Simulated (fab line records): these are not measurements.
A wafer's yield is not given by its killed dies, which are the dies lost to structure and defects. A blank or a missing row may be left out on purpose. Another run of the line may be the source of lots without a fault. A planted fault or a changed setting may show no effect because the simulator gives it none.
fab line records	flow sky130	part 1 of 2: steps 1 to 26 of 38
[record] lots = 5	wafers = 15	lastDay = 51
route steps=708 shown VIA3@586 METAL4@598 CAP2M@603
lots that met no fault: from a run of the same line without faults
startH: hours from the record's opening day to when the first of the lot's shown wafers began	waitH: hours elapsed since this lot's preceding step	" as in the row above	L1.1+2: a single row standing in for several wafers	- no value present, or no start provided	* or withheld: withheld	< > ~ a bound
route shown NAME@n: names a module that has steps shown in the file, with the first one's number in the route	usual: mean and standard deviation over wafers with no fault	same: alike in all rows	chamber/n: place in a boat	sites: per-site readings	_std_site: standard deviation across them	_edge_site: the outer-site mean with the inner-site mean subtracted	radiusMm: how far each site lies from the wafer's centre	mask NAME#n: copy n	behind: the most recent tool/chamber to have shaped the wafer	hold: reason for holding the lot/hours on hold/outcome of the hold	device: names the non-switching transistor (n, p or np)	end of line: tests run on the same wafers once the route is complete	step lacking rows: just its recipe	killed: dies that structure and defects cost at the first sort, which is not the same as the wafer's yield	map: per-die view of a wafer (x killed, . not killed, _ where there is no die)
set.NAME: the setting that was run; set.NAME@STEP: the one run at that earlier step	model.NAME: the simulator's own value behind a step, which no gauge read
lots at selected steps of the route; one table per step, one row per wafer
services: the hour from which a tool's chamber was out of use, counted from the record's first day as startH (under 0 if before that day), plus the number of hours and why
[[steps]]
[step SKY_VIA3_OVL_MEAS_13]
[usual] VIA3_OVL = 1/6.4
lot.wafer	tool	chamber	startH	waitH	VIA3_OVL[nm]
L078.1	overlay-01	-	962.48	0.1	5
L078.5	"	-	"	"	5
L078.6	"	-	"	"	0
L088.1	overlay-01	-	1034.64	0.1	11
L088.4	"	-	"	"	2
L088.6	"	-	"	"	4
L091.1	overlay-02	-	1047.31	0.1	-5
L091.2	"	-	"	"	3
L091.6	"	-	"	"	-2
L092.1	overlay-01	-	1056.81	0.1	2
L092.3	"	-	"	"	5
L092.5	"	-	"	"	3
L095.1	overlay-02	-	1106.31	0.1	-2
L095.5	"	-	"	"	-6
L095.6	"	-	"	"	0
[step SKY_VIA3_ETCH_14]
[recipe] chemistry = N2/H2	target = BARC	ionEnergyEv = 200	sourceW = 500	biasW = 100	pressureMtorr = 30	n2FlowSccm = 100	h2FlowSccm = 200	stopOn = SiO2	timeS = 45.9	targetDepthA = 600
[usual] drypumpMotorCurrentA = 5.9/0.32	oesProductAu = 0.854/0.0044	rfFwdPowerW = 495.5/1.9	throttleValvePct = 13.225/0.0094
lot.wafer	tool	chamber	startH	waitH	drypumpMotorCurrentA	oesProductAu	rfFwdPowerW	rfHoursCounterH	throttleValvePct
L078.1	rieDiel-04	0	962.52	0.0	5.7	0.851	495.8	19	13.217
L078.5	"	0	"	"	5.7	0.850	495.1	-	13.217
L078.6	"	3	"	"	6.0	0.855	496.5	-	13.213
L088.1	rieDiel-02	0	1034.67	0.0	5.9	0.855	496.5	5	13.227
L088.4	"	3	"	"	5.4	0.847	493.8	25	13.219
L088.6	"	2	"	"	5.8	0.851	494.1	-	13.227
L091.1	rieDiel-03	0	1047.35	0.0	5.5	0.857	494.1	21	13.223
L091.2	"	2	"	"	6.4	0.862	492.7	29	13.215
L091.6	"	2	"	"	6.4	0.860	493.7	-	13.221
L092.1	rieDiel-02	3	1056.85	0.0	5.5	0.855	494.1	26	13.219
L092.3	"	0	"	"	6.0	0.857	496.9	6	13.215
L092.5	"	1	"	"	5.7	0.858	493.6	-	13.202
L095.1	rieDiel-03	3	1106.35	0.0	6.5	0.862	498.1	11	13.236
L095.5	"	0	"	"	5.5	0.855	493.7	-	13.230
L095.6	"	1	"	"	5.9	0.850	491.0	-	13.234
[step SKY_VIA3_ETCH_15]
[recipe] target = SiO2	chemistry = C4F8/O2/Ar	targetDepthNm = 507	stopOn = TiN	maskMaterial = KrF-thick	sourceW = 1500	biasW = 1200	pressureMtorr = 40	c4f8FlowSccm = withheld	O2_flow_sccm = 6	Ar_flow_sccm = 300	timeS = 78
[usual] oesProductAu = 0.947/0.0055	rfFwdPowerW = 1491/5.3
lot.wafer	tool	chamber	startH	waitH	oesProductAu	rfFwdPowerW	rfHoursCounterH
L078.1	rieDiel-04	0	962.56	0.0	0.940	1491	19
L078.5	"	0	"	"	0.951	1498	-
L078.6	"	3	"	"	0.935	1498	-
L088.1	rieDiel-02	0	1034.72	0.0	0.951	1495	5
L088.4	"	3	"	"	0.938	1494	25
L088.6	"	2	"	"	0.940	1485	-
L091.1	rieDiel-03	0	1047.39	0.0	0.953	1484	21
L091.2	"	2	"	"	0.947	1494	29
L091.6	"	2	"	"	0.948	1490	-
L092.1	rieDiel-02	3	1056.89	0.0	0.945	1492	26
L092.3	"	0	"	"	0.956	1488	6
L092.5	"	1	"	"	0.952	1499	-
L095.1	rieDiel-03	3	1106.39	0.0	0.949	1488	11
L095.5	"	0	"	"	0.942	1487	-
L095.6	"	1	"	"	0.935	1485	-
[step SKY_VIA3_STRIP_16]
[recipe] chemistry = O2/N2	powerW = 1400	pressureMtorr = 1500	platenTempC = withheld	o2FlowSccm = 3000	n2FlowSccm = 300	overashFraction = 0.5
[usual] drypumpMotorCurrentA = 6.1/0.4	oesProductAu = 0.403/0.0047	stripTimeToEndpointS = 4.133/0.029
lot.wafer	tool	chamber	startH	waitH	drypumpMotorCurrentA	oesProductAu	rfHoursCounterH	stripTimeToEndpointS
L078.1	plasmaAsher-02	0	962.62	0.0	6.3	0.405	85	4.185
L078.5	"	0	"	"	6.3	0.399	-	4.159
L078.6	"	1	"	"	5.8	0.408	-	4.107
L088.1	plasmaAsher-04	0	1034.78	0.0	6.4	0.417	122	4.144
L088.4	"	1	"	"	5.8	0.402	-	4.129
L088.6	"	0	"	"	6.4	0.397	-	4.119
L091.1	plasmaAsher-02	0	1047.45	0.0	6.3	0.399	93	4.162
L091.2	"	1	"	"	5.8	0.404	93	4.093
L091.6	"	1	"	"	5.8	0.404	-	4.083
L092.1	plasmaAsher-03	1	1056.95	0.0	5.5	0.394	30	4.164
L092.3	"	1	"	"	5.5	0.406	-	4.175
L092.5	"	1	"	"	5.5	0.402	-	4.164
L095.1	plasmaAsher-03	1	1106.45	0.0	5.5	0.404	35	4.107
L095.5	"	0	"	"	6.6	0.405	-	4.172
L095.6	"	1	"	"	5.4	0.399	-	4.115
[step SKY_VIA3_STRIP_17]
[recipe] chemistry = postEtchResidueRemover	timeS = 1200	tempC = 72.5
lot.wafer	tool	chamber	startH	waitH
L078.1+5+6	wetBench-03	2	962.72	0.1
L088.1+4+6	wetBench-04	3	1034.88	0.1
L091.1+2+6	wetBench-04	3	1047.55	0.1
L092.1+3+5	wetBench-03	0	1057.05	0.1
L095.1+5+6	wetBench-03	0	1106.55	0.1
[step SKY_VIA3_CLEAN_18]
[recipe] chemistry = IPA	timeS = 180	tempC = 25
lot.wafer	tool	chamber	startH	waitH
L078.1+5+6	wetBench-03	1	963.06	0.0
L088.1+4+6	wetBench-03	1	1035.22	0.0
L091.1+2+6	wetBench-01	2	1047.89	0.0
L092.1+3+5	wetBench-04	0	1057.39	0.0
L095.1+5+6	wetBench-03	0	1106.92	0.0
[step SKY_VIA3_CLEAN_19]
[recipe] chemistry = O3/DIW	dry = n2Spin
lot.wafer	tool	chamber	startH	waitH
L078.1+5+6	wetBench-03	0	963.12	0.0
L088.1+4+6	wetBench-04	3	1035.28	0.0
L091.1+2+6	wetBench-03	2	1047.95	0.0
L092.1+3+5	wetBench-01	3	1057.45	0.0
L095.1+5+6	wetBench-04	1	1106.98	0.0
[step SKY_VIA3_SPUTTER_20]
[recipe] material = TiN	targetThkNm = 20	chamberPressurePa = 5	powerW = 4000	timeS = 80
[usual] throttleValvePct = 29.5/0.8
lot.wafer	tool	chamber	startH	waitH	throttleValvePct
L078.1	pvdSputter-04	-	963.21	0.0	29.7
L078.5	"	-	"	"	30.3
L078.6	"	-	"	"	30.3
L088.1	pvdSputter-04	-	1035.37	0.0	30.2
L088.4	"	-	"	"	30.0
L088.6	"	-	"	"	29.8
L091.1	pvdSputter-03	-	1048.05	0.0	30.4
L091.2	"	-	"	"	29.5
L091.6	"	-	"	"	30.1
L092.1	pvdSputter-03	-	1057.54	0.0	30.2
L092.3	"	-	"	"	29.4
L092.5	"	-	"	"	29.0
L095.1	pvdSputter-02	-	1107.08	0.0	29.5
L095.5	"	-	"	"	30.0
L095.6	"	-	"	"	29.3
[step SKY_VIA3_CVD_21]
[recipe] material = W	targetThkNm = 390	timeS = 117.31	tempC = 400	pressureTorr = 40
[usual] heaterPowerW = 932/110
lot.wafer	tool	chamber	startH	waitH	heaterPowerW
L078.1	cvdW-02	0	963.27	0.0	886
L078.5	"	0	"	"	882
L078.6	"	1	"	"	1074
L088.1	cvdW-02	1	1035.43	0.0	1089
L088.4	"	1	"	"	1072
L088.6	"	1	"	"	1093
L091.1	cvdW-01	1	1048.11	0.0	776
L091.2	"	0	"	"	939
L091.6	"	1	"	"	786
L092.1	cvdW-02	1	1057.61	0.0	1084
L092.3	"	0	"	"	911
L092.5	"	0	"	"	894
L095.1	cvdW-01	1	1107.14	0.0	789
L095.5	"	0	"	"	913
L095.6	"	1	"	"	800
[step SKY_VIA3_RS_MEAS_22]
[recipe] thkMeasGauge = four-point-probe	reads = W_of_VIA3_CVD_21+TiN_of_VIA3_SPUTTER_20
[usual] VIA3_W_RS = 0.2936/0.0027
lot.wafer	tool	chamber	startH	waitH	VIA3_W_RS[ohm/sq]
L078.1	filmMetro-04	-	963.39	0.1	0.2980
L078.5	"	-	"	"	0.2934
L078.6	"	-	"	"	0.2947
L088.1	filmMetro-02	-	1035.55	0.1	0.2938
L088.4	"	-	"	"	0.2962
L088.6	"	-	"	"	0.2884
L091.1	filmMetro-02	-	1048.23	0.1	0.2899
L091.2	"	-	"	"	0.2915
L091.6	"	-	"	"	0.2950
L092.1	filmMetro-02	-	1057.73	0.1	0.2938
L092.3	"	-	"	"	0.2978
L092.5	"	-	"	"	0.2965
L095.1	filmMetro-03	-	1107.26	0.1	0.2924
L095.5	"	-	"	"	0.2967
L095.6	"	-	"	"	0.2911
[step SKY_VIA3_THK_MEAS_23]
[recipe] thkMeasGauge = xrf	reads = W_of_VIA3_CVD_21
[usual] VIA3_W_THK = 382/4.6
lot.wafer	tool	chamber	startH	waitH	VIA3_W_THK[nm]
L078.1	filmMetro-04	-	963.51	0.1	375
L078.5	"	-	"	"	383
L078.6	"	-	"	"	382
L088.1	filmMetro-02	-	1035.67	0.1	385
L088.4	"	-	"	"	380
L088.6	"	-	"	"	390
L091.1	filmMetro-02	-	1048.35	0.1	387
L091.2	"	-	"	"	384
L091.6	"	-	"	"	382
L092.1	filmMetro-02	-	1057.85	0.1	380
L092.3	"	-	"	"	376
L092.5	"	-	"	"	375
L095.1	filmMetro-03	-	1107.38	0.1	388
L095.5	"	-	"	"	383
L095.6	"	-	"	"	390
[step SKY_VIA3_CMP_24]
[recipe] stopOn = SiO2	tOverpolishS = 20	downForcePsi = 3.5	platenRpm = 60	targetThkNm = 0	padVelocityMS = 0.94248
[usual] motorCurrentA = 11.3/1.2	overpolishRunS = 19.999/0.0091	slurryFilterDpKPa = 13.50/0.14	timeToEndpointS = 96/3.6
lot.wafer	tool	chamber	startH	waitH	motorCurrentA	overpolishRunS	slurryFilterDpKPa	timeToEndpointS
L078.1	cmp-02	3	963.62	0.1	10.9	20.002	13.37	92
L078.6	"	2	"	"	9.7	20.005	13.27	88
L078.5	"	3	"	"	10.8	20.004	13.48	92
L088.1	cmp-01	3	1036.04	0.4	9.7	19.998	13.30	97
L088.4	"	1	"	"	13.5	19.988	13.65	93
L088.6	"	3	"	"	9.9	19.998	13.57	100
L091.2	cmp-02	1	1048.51	0.1	11.7	20.008	13.36	92
L091.1	"	2	"	"	9.3	20.002	13.49	92
L091.6	"	0	"	"	11.7	20.002	13.59	97
L092.1	cmp-02	2	1057.96	0.1	9.3	19.995	13.59	90
L092.3	"	3	"	"	11.2	20.007	13.60	94
L092.5	"	1	"	"	11.9	20.001	13.73	94
L095.1	cmp-01	2	1107.78	0.4	11.2	20.000	13.51	93
L095.5	"	3	"	"	9.7	19.996	13.70	95
L095.6	"	0	"	"	12.8	20.003	13.19	99
[step SKY_METAL4_SPUTTER_00]
[recipe] material = Ti	targetThkNm = 15	powerW = 3000	timeS = 10	chamberPressurePa = 0.4
[usual] throttleValvePct = 29.8/1.1
lot.wafer	tool	chamber	startH	waitH	throttleValvePct
L078.1	pvdSputter-01	-	963.87	0.2	30.1
L078.5	"	-	"	"	29.9
L078.6	"	-	"	"	32.1
L088.1	pvdSputter-02	-	1036.29	0.2	29.2
L088.4	"	-	"	"	27.2
L088.6	"	-	"	"	30.0
L091.1	pvdSputter-03	-	1048.71	0.1	29.6
L091.2	"	-	"	"	29.1
L091.6	"	-	"	"	29.4
L092.1	pvdSputter-01	-	1058.21	0.2	30.3
L092.3	"	-	"	"	32.0
L092.5	"	-	"	"	30.1
L095.1	pvdSputter-03	-	1107.93	0.1	29.0
L095.5	"	-	"	"	29.0
L095.6	"	-	"	"	29.6
[step SKY_METAL4_SPUTTER_01]
[recipe] material = TiN	targetThkNm = 20	powerW = 6500	timeS = 16.7	chamberPressurePa = 0.3945
[usual] throttleValvePct = 29.7/1
lot.wafer	tool	chamber	startH	waitH	throttleValvePct
L078.1	pvdSputter-01	-	963.90	0.0	30.1
L078.5	"	-	"	"	30.0
L078.6	"	-	"	"	32.0
L088.1	pvdSputter-02	-	1036.31	0.0	29.4
L088.4	"	-	"	"	27.1
L088.6	"	-	"	"	29.7
L091.1	pvdSputter-03	-	1048.73	0.0	29.7
L091.2	"	-	"	"	29.2
L091.6	"	-	"	"	29.1
L092.1	pvdSputter-01	-	1058.23	0.0	30.4
L092.3	"	-	"	"	31.8
L092.5	"	-	"	"	29.5
L095.1	pvdSputter-03	-	1107.95	0.0	29.3
L095.5	"	-	"	"	29.0
L095.6	"	-	"	"	29.7
[step SKY_METAL4_SPUTTER_02]
[recipe] material = AlCu	targetThkNm = 735	powerW = 10600	timeS = 39.1	chamberPressurePa = 0.4
[usual] throttleValvePct = 29.8/1
lot.wafer	tool	chamber	startH	waitH	throttleValvePct
L078.1	pvdSputter-01	-	963.92	0.0	30.3
L078.5	"	-	"	"	29.8
L078.6	"	-	"	"	31.8
L088.1	pvdSputter-02	-	1036.34	0.0	29.5
L088.4	"	-	"	"	27.4
L088.6	"	-	"	"	30.0
L091.1	pvdSputter-03	-	1048.76	0.0	29.7
L091.2	"	-	"	"	29.3
L091.6	"	-	"	"	29.4
L092.1	pvdSputter-01	-	1058.26	0.0	30.2
L092.3	"	-	"	"	32.1
L092.5	"	-	"	"	29.9
L095.1	pvdSputter-03	-	1107.98	0.0	29.1
L095.5	"	-	"	"	29.3
L095.6	"	-	"	"	29.6
[step SKY_METAL4_SPUTTER_03]
[recipe] material = Ti	targetThkNm = 5	powerW = 3000	timeS = 3.3	chamberPressurePa = 0.4
[usual] throttleValvePct = 29.7/1
lot.wafer	tool	chamber	startH	waitH	throttleValvePct
L078.1	pvdSputter-01	-	963.96	0.0	30.3
L078.5	"	-	"	"	29.8
L078.6	"	-	"	"	32.0
L088.1	pvdSputter-02	-	1036.38	0.0	29.3
L088.4	"	-	"	"	27.1
L088.6	"	-	"	"	29.9
L091.1	pvdSputter-03	-	1048.80	0.0	29.9
L091.2	"	-	"	"	29.2
L091.6	"	-	"	"	29.4
L092.1	pvdSputter-01	-	1058.30	0.0	30.1
L092.3	"	-	"	"	32.0
L092.5	"	-	"	"	30.1
L095.1	pvdSputter-03	-	1108.02	0.0	29.5
L095.5	"	-	"	"	29.3
L095.6	"	-	"	"	29.8
[step SKY_METAL4_SPUTTER_04]
[recipe] material = TiN	targetThkNm = 70	powerW = 6500	timeS = 58.3	chamberPressurePa = 0.4
[usual] throttleValvePct = 29.7/1
lot.wafer	tool	chamber	startH	waitH	throttleValvePct
L078.1	pvdSputter-01	-	963.98	0.0	30.3
L078.5	"	-	"	"	29.7
L078.6	"	-	"	"	32.0
L088.1	pvdSputter-02	-	1036.40	0.0	29.3
L088.4	"	-	"	"	27.3
L088.6	"	-	"	"	30.1
L091.1	pvdSputter-03	-	1048.82	0.0	29.6
L091.2	"	-	"	"	29.4
L091.6	"	-	"	"	29.2
L092.1	pvdSputter-01	-	1058.31	0.0	30.0
L092.3	"	-	"	"	31.7
L092.5	"	-	"	"	29.5
L095.1	pvdSputter-03	-	1108.04	0.0	29.1
L095.5	"	-	"	"	29.1
L095.6	"	-	"	"	29.7
[step SKY_CAP2M_CVD_00]
[recipe] material = SiO2	targetThkNm = 15.5	tempC = 400	timeS = withheld	rfW = 450
[usual] heaterPowerW = 738/110	rfFwdPowerW = 441.3/2.2
lot.wafer	tool	chamber	startH	waitH	heaterPowerW	rfFwdPowerW
L078.1	pecvd-03	0	964.03	0.0	672	442.2
L078.5	"	1	"	"	638	440.4
L078.6	"	2	"	"	585	440.4
L088.1	pecvd-01	0	1036.45	0.0	886	437.8
L088.4	"	0	"	"	856	437.9
L088.6	"	1	"	"	683	439.3
L091.1	pecvd-02	2	1048.87	0.0	691	442.2
L091.2	"	0	"	"	700	443.3
L091.6	"	2	"	"	677	442.7
L092.1	pecvd-02	0	1058.36	0.0	673	442.1
L092.3	"	2	"	"	664	443.9
L092.5	"	1	"	"	713	440.7
L095.1	pecvd-01	0	1108.09	0.0	933	438.2
L095.5	"	2	"	"	684	443.6
L095.6	"	0	"	"	946	438.7
[step SKY_CAP2M_THK_MEAS_01]
[recipe] reads = SiO2_of_CAP2M_CVD_00
[usual] CAP2M_CVD_00_THK = 15.55/0.23
lot.wafer	tool	chamber	startH	waitH	CAP2M_CVD_00_THK[nm]
L078.1	filmMetro-01	-	964.05	-	15.30
L078.5	"	-	"	"	15.50
L078.6	"	-	"	"	15.75
L088.1	filmMetro-01	-	1036.47	-	15.16
L088.4	"	-	"	"	15.68
L088.6	"	-	"	"	15.89
L091.1	filmMetro-04	-	1048.89	-	15.55
L091.2	"	-	"	"	15.28
L091.6	"	-	"	"	15.71
L092.1	filmMetro-01	-	1058.38	-	15.41
L092.3	"	-	"	"	15.91
L092.5	"	-	"	"	15.97
L095.1	filmMetro-04	-	1108.11	-	15.42
L095.5	"	-	"	"	15.72
L095.6	"	-	"	"	15.63
[step SKY_CAP2M_SPUTTER_02]
[recipe] material = TiN	targetThkNm = 200	tempC = 300	powerW = 6500	timeS = 166.7	chamberPressurePa = 0.4
[usual] throttleValvePct = 30.0/0.95
lot.wafer	tool	chamber	startH	waitH	throttleValvePct
L078.1	pvdSputter-04	-	964.11	0.1	28.7
L078.5	"	-	"	"	30.4
L078.6	"	-	"	"	30.6
L088.1	pvdSputter-04	-	1036.53	0.1	30.0
L088.4	"	-	"	"	29.1
L088.6	"	-	"	"	30.5
L091.1	pvdSputter-04	-	1048.95	0.1	28.7
L091.2	"	-	"	"	29.7
L091.6	"	-	"	"	29.8
L092.1	pvdSputter-02	-	1058.44	0.1	29.5
L092.3	"	-	"	"	27.1
L092.5	"	-	"	"	29.1
L095.1	pvdSputter-04	-	1108.17	0.1	30.0
L095.5	"	-	"	"	30.0
L095.6	"	-	"	"	29.8
[step SKY_CAP2M_RS_MEAS_03]
[recipe] thkMeasGauge = four-point-probe	reads = TiN_of_CAP2M_SPUTTER_02
[usual] CAP2M_TIN_RS = 6.86/0.068
lot.wafer	tool	chamber	startH	waitH	CAP2M_TIN_RS[ohm/sq]
L078.1	filmMetro-04	-	964.22	0.1	6.83
L078.5	"	-	"	"	6.89
L078.6	"	-	"	"	6.86
L088.1	filmMetro-02	-	1036.64	0.1	6.83
L088.4	"	-	"	"	6.79
L088.6	"	-	"	"	6.81
L091.1	filmMetro-02	-	1049.06	0.1	6.83
L091.2	"	-	"	"	6.82
L091.6	"	-	"	"	6.83
L092.1	filmMetro-01	-	1058.55	0.1	7.00
L092.3	"	-	"	"	7.00
L092.5	"	-	"	"	6.94
L095.1	filmMetro-04	-	1108.28	0.1	6.90
L095.5	"	-	"	"	6.90
L095.6	"	-	"	"	6.96
[step SKY_CAP2M_THK_MEAS_04]
[recipe] thkMeasGauge = xrf	reads = TiN_of_CAP2M_SPUTTER_02
[usual] CAP2M_TIN_THK = 203.3/2.6
lot.wafer	tool	chamber	startH	waitH	CAP2M_TIN_THK[nm]
L078.1	filmMetro-04	-	964.34	0.1	203.8
L078.5	"	-	"	"	202.0
L078.6	"	-	"	"	203.6
L088.1	filmMetro-02	-	1036.76	0.1	206.9
L088.4	"	-	"	"	208.5
L088.6	"	-	"	"	207.8
L091.1	filmMetro-02	-	1049.18	0.1	207.5
L091.2	"	-	"	"	207.4
L091.6	"	-	"	"	206.6
L092.1	filmMetro-01	-	1058.67	0.1	199.1
L092.3	"	-	"	"	199.3
L092.5	"	-	"	"	200.1
L095.1	filmMetro-04	-	1108.40	0.1	200.8
L095.5	"	-	"	"	201.1
L095.6	"	-	"	"	198.8
[step SKY_CAP2M_DEHYDRATE_05]
[recipe] tempC = 200	timeS = 60
lot.wafer	tool	chamber	startH	waitH
L078.1+5+6	lithoTrack-01	0	975.29	10.9
L088.1+4+6	lithoTrack-03	0	1046.57	9.8
L091.1+2+6	lithoTrack-01	0	1059.89	10.7
L092.1+3+5	lithoTrack-02	0	1068.29	9.6
L095.1+5+6	lithoTrack-01	0	1116.14	7.7
[step SKY_CAP2M_HMDS_06]
[recipe] primeTimeS = 60	primeTempC = 120
[same] primeTimeS = 60
lot.wafer	tool	chamber	startH	waitH
L078.1+5+6	lithoTrack-01	0	975.44	0.1
L088.1+4+6	lithoTrack-03	0	1046.72	0.1
L091.1+2+6	lithoTrack-01	0	1060.04	0.1
L092.1+3+5	lithoTrack-02	0	1068.44	0.1
L095.1+5+6	lithoTrack-01	0	1116.29	0.1
[step SKY_CAP2M_COAT_07]
[recipe] resist = NOVOLAK	spinRpm = 3000	resistThkNm = 1140
lot.wafer	tool	chamber	startH	waitH
L078.1+5+6	lithoTrack-01	0	975.59	0.1
L088.1+4+6	lithoTrack-03	0	1046.87	0.1
L091.1+2+6	lithoTrack-01	0	1060.19	0.1
L092.1+3+5	lithoTrack-02	0	1068.59	0.1
L095.1+5+6	lithoTrack-01	0	1116.44	0.1
[step SKY_CAP2M_SOFTBAKE_08]
[recipe] tempC = 90	timeS = 60	resist = NOVOLAK
lot.wafer	tool	chamber	startH	waitH
L078.1+5+6	lithoTrack-01	0	975.74	0.1
L088.1+4+6	lithoTrack-03	0	1047.02	0.1
L091.1+2+6	lithoTrack-01	0	1060.34	0.1
L092.1+3+5	lithoTrack-02	0	1068.74	0.1
L095.1+5+6	lithoTrack-01	0	1116.59	0.1
